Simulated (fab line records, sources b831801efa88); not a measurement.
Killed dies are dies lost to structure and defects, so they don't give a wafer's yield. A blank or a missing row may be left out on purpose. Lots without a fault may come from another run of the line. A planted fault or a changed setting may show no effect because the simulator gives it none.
A sampling plan put to the test | flow sky130 | one fab line, 17 faults that these records tell of, each judged on the records of the lots that it struck
The plan is the line's own looks: the steps of the route at which a gauge or an inspection reads the wafer and doesn't change it. A look can be judged if struck wafers have a number there and the file gives its usual mean and standard deviation on fault-free wafers. Caught: at a look after the fault's first step, the mean of the struck wafers lies 4 or more of those standard deviations (sigma) from the usual mean. On the tool: the same test on the tool's own readings at the fault's steps. Another recipe on the struck wafers, or a record that is blank for them alone, also counts as caught.

THE FAULTS, as the simulator had put them in
1. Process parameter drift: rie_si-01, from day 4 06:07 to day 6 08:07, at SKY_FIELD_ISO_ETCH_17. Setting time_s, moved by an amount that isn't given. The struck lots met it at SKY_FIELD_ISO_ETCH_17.
2. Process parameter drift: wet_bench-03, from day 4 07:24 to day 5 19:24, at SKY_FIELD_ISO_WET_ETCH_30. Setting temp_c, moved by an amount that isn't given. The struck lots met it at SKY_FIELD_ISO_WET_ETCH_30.
3. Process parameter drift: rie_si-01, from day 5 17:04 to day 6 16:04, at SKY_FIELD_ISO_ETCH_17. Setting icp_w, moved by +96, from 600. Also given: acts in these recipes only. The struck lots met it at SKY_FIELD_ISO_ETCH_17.
4. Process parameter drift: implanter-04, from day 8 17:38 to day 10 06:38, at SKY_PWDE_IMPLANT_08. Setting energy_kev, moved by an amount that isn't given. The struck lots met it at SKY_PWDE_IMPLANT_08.
5. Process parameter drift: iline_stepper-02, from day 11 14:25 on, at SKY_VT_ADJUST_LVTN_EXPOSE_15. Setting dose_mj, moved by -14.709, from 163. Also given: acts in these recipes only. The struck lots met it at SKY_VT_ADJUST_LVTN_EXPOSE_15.
6. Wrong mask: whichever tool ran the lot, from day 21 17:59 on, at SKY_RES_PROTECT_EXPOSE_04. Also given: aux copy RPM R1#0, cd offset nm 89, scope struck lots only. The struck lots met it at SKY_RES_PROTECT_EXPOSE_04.
7. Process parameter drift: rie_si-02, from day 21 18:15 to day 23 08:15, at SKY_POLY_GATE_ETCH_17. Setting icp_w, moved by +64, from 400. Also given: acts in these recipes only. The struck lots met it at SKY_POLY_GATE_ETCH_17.
8. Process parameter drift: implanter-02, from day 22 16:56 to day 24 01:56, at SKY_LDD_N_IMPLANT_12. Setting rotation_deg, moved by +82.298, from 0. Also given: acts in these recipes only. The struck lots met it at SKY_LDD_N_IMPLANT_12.
9. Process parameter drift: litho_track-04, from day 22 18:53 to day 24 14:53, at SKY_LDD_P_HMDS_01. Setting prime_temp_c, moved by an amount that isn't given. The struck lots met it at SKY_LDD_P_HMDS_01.
10. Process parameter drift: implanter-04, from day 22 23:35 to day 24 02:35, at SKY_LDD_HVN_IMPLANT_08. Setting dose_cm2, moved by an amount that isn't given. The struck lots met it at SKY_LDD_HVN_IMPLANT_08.
11. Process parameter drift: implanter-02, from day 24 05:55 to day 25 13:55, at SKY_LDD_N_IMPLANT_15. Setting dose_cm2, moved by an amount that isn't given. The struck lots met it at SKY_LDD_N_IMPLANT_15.
12. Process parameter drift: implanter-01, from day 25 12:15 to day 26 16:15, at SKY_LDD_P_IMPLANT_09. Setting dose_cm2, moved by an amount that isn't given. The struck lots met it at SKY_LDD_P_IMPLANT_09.
13. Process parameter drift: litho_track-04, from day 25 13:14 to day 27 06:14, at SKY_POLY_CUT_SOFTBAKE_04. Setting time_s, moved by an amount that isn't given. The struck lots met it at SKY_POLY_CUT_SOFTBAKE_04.
14. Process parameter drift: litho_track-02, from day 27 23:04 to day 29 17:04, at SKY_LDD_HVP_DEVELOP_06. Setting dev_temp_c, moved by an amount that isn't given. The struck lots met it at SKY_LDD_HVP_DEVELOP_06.
15. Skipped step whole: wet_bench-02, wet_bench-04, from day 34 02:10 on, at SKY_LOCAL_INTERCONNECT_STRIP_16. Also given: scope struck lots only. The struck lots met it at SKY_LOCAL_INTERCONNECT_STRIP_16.
16. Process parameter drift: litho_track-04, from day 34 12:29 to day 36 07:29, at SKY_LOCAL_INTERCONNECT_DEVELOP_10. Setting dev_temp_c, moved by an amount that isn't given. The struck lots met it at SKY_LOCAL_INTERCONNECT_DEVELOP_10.
17. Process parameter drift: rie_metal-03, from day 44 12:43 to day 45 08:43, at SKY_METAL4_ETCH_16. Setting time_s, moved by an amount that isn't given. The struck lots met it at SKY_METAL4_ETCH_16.

WHAT THE PLAN SAW
fault | on the tool itself                               | first look that catches it                      | reading, sigma | median hours from its first step to that look | hours from the fault's start to the first struck lot there | judged looks passed uncaught
1     | run_length_s +26 sigma                           | not the one look that can be judged after it    | -              | -                                             | -                                                          | 1
2     | temp_c +99 or beyond sigma                       | not the one look that can be judged after it    | -              | -                                             | -                                                          | 1
3     | rf_fwd_power_W +45 sigma                         | none of the 2 looks that can be judged after it | -              | -                                             | -                                                          | 2
4     | beam_energy_keV -99 or beyond sigma              | none of the 2 looks that can be judged after it | -              | -                                             | -                                                          | 2
5     | exposure_dose_mJ_cm2 -86 sigma                   | no look after it can be judged                  | -              | -                                             | -                                                          | 0
6     | under 2 sigma                                    | no look after it can be judged                  | -              | -                                             | -                                                          | 0
7     | rf_fwd_power_W +37 sigma                         | no look after it can be judged                  | -              | -                                             | -                                                          | 0
8     | rotation_deg +99 or beyond sigma                 | not the one look that can be judged after it    | -              | -                                             | -                                                          | 1
9     | prime_temp_c -16 sigma                           | not the one look that can be judged after it    | -              | -                                             | -                                                          | 1
10    | dose_ions_cm2 +35 sigma                          | no look after it can be judged                  | -              | -                                             | -                                                          | 0
11    | dose_ions_cm2 -99 or beyond sigma                | not the one look that can be judged after it    | -              | -                                             | -                                                          | 1
12    | dose_ions_cm2 -27 sigma                          | not the one look that can be judged after it    | -              | -                                             | -                                                          | 1
13    | run_length_s +18 sigma                           | not the one look that can be judged after it    | -              | -                                             | -                                                          | 1
14    | developer_temp_C -8.3 sigma                      | not the one look that can be judged after it    | -              | -                                             | -                                                          | 1
15    | the tool's record is blank for the struck wafers | not the one look that can be judged after it    | -              | -                                             | -                                                          | 1
16    | developer_temp_C +20 sigma                       | no look after it can be judged                  | -              | -                                             | -                                                          | 0
17    | run_length_s -25 sigma                           | not the one look that can be judged after it    | -              | -                                             | -                                                          | 1
A dash: the fault isn't caught, or these records don't give the number.

Caught at a look: 0 of 17. Caught on the tool: 16 of 17. By one or the other: 16 of 17.
Caught on the tool alone: faults 1, 2, 3, 4, 5, 7, 8, 9, 10, 11, 12, 13, 14, 15, 16, 17.
Caught by neither: fault 6.
